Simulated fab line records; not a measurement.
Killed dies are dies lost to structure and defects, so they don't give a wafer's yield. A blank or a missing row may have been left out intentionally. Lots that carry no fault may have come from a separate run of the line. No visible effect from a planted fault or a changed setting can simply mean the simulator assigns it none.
The tool behind it: which one? || flow sky130 || 33 wafers from 11 lots sampled at 5 of the route's 708 steps

## WHAT THE GAUGES SHOWED, per wafer
SKY_VIA2_CD_MEAS_12 targets a cd of 200 nm.
{"lot": "L664", "measured": "day 36 22:26", "on": "cd_sem-02", "cd_nm (nm)": "200.5 199.5 200.1"}
{"lot": "L665", "measured": "day 37 04:07", "on": "cd_sem-02", "cd_nm (nm)": "200.9 200.6 200.1"}
{"lot": "L666", "measured": "day 37 18:41", "on": "cd_sem-02", "cd_nm (nm)": "202.8 201.4 202.4"}
{"lot": "L668", "measured": "day 38 01:31", "on": "cd_sem-02", "cd_nm (nm)": "200.5 201.8 202.5"}
{"lot": "L669", "measured": "day 38 08:23", "on": "cd_sem-02", "cd_nm (nm)": "200.4 200.2 199.4"}
{"lot": "L671", "measured": "day 39 01:13", "on": "cd_sem-01", "cd_nm (nm)": "199.2 199.5 199.3"}
{"lot": "L672", "measured": "day 39 08:46", "on": "cd_sem-01", "cd_nm (nm)": "199.3 200.4 198.8"}
{"lot": "L674", "measured": "day 40 04:47", "on": "cd_sem-01", "cd_nm (nm)": "198.7 197.6 199.2"}
{"lot": "L676", "measured": "day 40 17:16", "on": "cd_sem-02", "cd_nm (nm)": "197.7 199.0 199.0"}
{"lot": "L679", "measured": "day 41 11:03", "on": "cd_sem-01", "cd_nm (nm)": "200.8 200.2 198.8"}
{"lot": "L685", "measured": "day 43 01:43", "on": "cd_sem-01", "cd_nm (nm)": "202.2 200.9 202.0"}

## TOOL THAT RAN EACH LOT (tool first, then ch and the chambers of the sampled wafers, then the start)
{"lot": "L664", "SKY_METAL2_SPUTTER_00": "pvd_sputter-02, day 34 15:23", "SKY_METAL2_SPUTTER_03": "pvd_sputter-02, day 34 15:27", "SKY_METAL2_METAL_ETCH_19": "rie_metal-02 ch 0,1, day 35 18:19", "SKY_METAL2_STRIP_20": "plasma_asher-02 ch 0,1, day 35 18:24"}
{"lot": "L665", "SKY_METAL2_SPUTTER_00": "pvd_sputter-01, day 34 21:17", "SKY_METAL2_SPUTTER_03": "pvd_sputter-01, day 34 21:22", "SKY_METAL2_METAL_ETCH_19": "rie_metal-02 ch 0,1, day 36 00:44", "SKY_METAL2_STRIP_20": "plasma_asher-04 ch 0,1, day 36 00:50"}
{"lot": "L666", "SKY_METAL2_SPUTTER_00": "pvd_sputter-01, day 35 12:51", "SKY_METAL2_SPUTTER_03": "pvd_sputter-01, day 35 12:55", "SKY_METAL2_METAL_ETCH_19": "rie_metal-02 ch 1, day 36 15:11", "SKY_METAL2_STRIP_20": "plasma_asher-02 ch 0,1, day 36 15:22"}
{"lot": "L668", "SKY_METAL2_SPUTTER_00": "pvd_sputter-02, day 35 19:20", "SKY_METAL2_SPUTTER_03": "pvd_sputter-02, day 35 19:24", "SKY_METAL2_METAL_ETCH_19": "rie_metal-03 ch 0,1, day 36 22:20", "SKY_METAL2_STRIP_20": "plasma_asher-03 ch 0,1, day 36 22:26"}
{"lot": "L669", "SKY_METAL2_SPUTTER_00": "pvd_sputter-01, day 36 03:17", "SKY_METAL2_SPUTTER_03": "pvd_sputter-01, day 36 03:22", "SKY_METAL2_METAL_ETCH_19": "rie_metal-03 ch 0,1, day 37 05:55", "SKY_METAL2_STRIP_20": "plasma_asher-04 ch 0,1, day 37 06:00"}
{"lot": "L671", "SKY_METAL2_SPUTTER_00": "pvd_sputter-01, day 36 20:25", "SKY_METAL2_SPUTTER_03": "pvd_sputter-01, day 36 20:29", "SKY_METAL2_METAL_ETCH_19": "rie_metal-04 ch 0,1, day 37 22:26", "SKY_METAL2_STRIP_20": "plasma_asher-03 ch 1, day 37 22:32"}
{"lot": "L672", "SKY_METAL2_SPUTTER_00": "pvd_sputter-02, day 37 03:50", "SKY_METAL2_SPUTTER_03": "pvd_sputter-02, day 37 03:54", "SKY_METAL2_METAL_ETCH_19": "rie_metal-02 ch 0,1, day 38 05:53", "SKY_METAL2_STRIP_20": "plasma_asher-02 ch 0,1, day 38 05:59"}
{"lot": "L674", "SKY_METAL2_SPUTTER_00": "pvd_sputter-03, day 38 00:03", "SKY_METAL2_SPUTTER_03": "pvd_sputter-03, day 38 00:07", "SKY_METAL2_METAL_ETCH_19": "rie_metal-04 ch 0, day 39 02:17", "SKY_METAL2_STRIP_20": "plasma_asher-04 ch 1, day 39 02:23"}
{"lot": "L676", "SKY_METAL2_SPUTTER_00": "pvd_sputter-02, day 38 13:45", "SKY_METAL2_SPUTTER_03": "pvd_sputter-02, day 38 13:49", "SKY_METAL2_METAL_ETCH_19": "rie_metal-02 ch 0,1, day 39 14:43", "SKY_METAL2_STRIP_20": "plasma_asher-03 ch 0,1, day 39 14:48"}
{"lot": "L679", "SKY_METAL2_SPUTTER_00": "pvd_sputter-02, day 39 08:38", "SKY_METAL2_SPUTTER_03": "pvd_sputter-02, day 39 08:43", "SKY_METAL2_METAL_ETCH_19": "rie_metal-02 ch 0,1, day 40 09:20", "SKY_METAL2_STRIP_20": "plasma_asher-02 ch 0,1, day 40 09:26"}
{"lot": "L685", "SKY_METAL2_SPUTTER_00": "pvd_sputter-02, day 41 00:44", "SKY_METAL2_SPUTTER_03": "pvd_sputter-02, day 41 00:49", "SKY_METAL2_METAL_ETCH_19": "rie_metal-04 ch 0,1, day 42 00:40", "SKY_METAL2_STRIP_20": "plasma_asher-04 ch 0,1, day 42 00:46"}
- SKY_METAL2_SPUTTER_00: material Ti, target thk 15 nm, time 10 s.
- SKY_METAL2_SPUTTER_03: material Ti, target thk 5 nm, time 3.3 s.
- SKY_METAL2_METAL_ETCH_19: etches the open film in Cl2/BCl3, stops on SiO2, target depth 360 nm, time 78 s.
- SKY_METAL2_STRIP_20: strips in O2/N2.

## THE ANSWER, worked out from the rows above alone
Rule: what is usual is taken from the lots themselves. The widest of any qualifying gaps counts: lots, ordered by their means at a reading, are off when they make up no more than a third of the lots, leave a main group of 4 or more, and stand apart from it by 3 or more times the standard deviation of that group's means. A main group is skipped when, at the precision printed for the reading in the tables above, its means are all equal. A lot without any number at a reading at which 4 lots or more have one is off too. All remaining lots with rows at the step are treated as sound.
Nothing can be told from this: no lot is off at any reading shown.

## WHAT THE SIMULATOR HAD INSERTED
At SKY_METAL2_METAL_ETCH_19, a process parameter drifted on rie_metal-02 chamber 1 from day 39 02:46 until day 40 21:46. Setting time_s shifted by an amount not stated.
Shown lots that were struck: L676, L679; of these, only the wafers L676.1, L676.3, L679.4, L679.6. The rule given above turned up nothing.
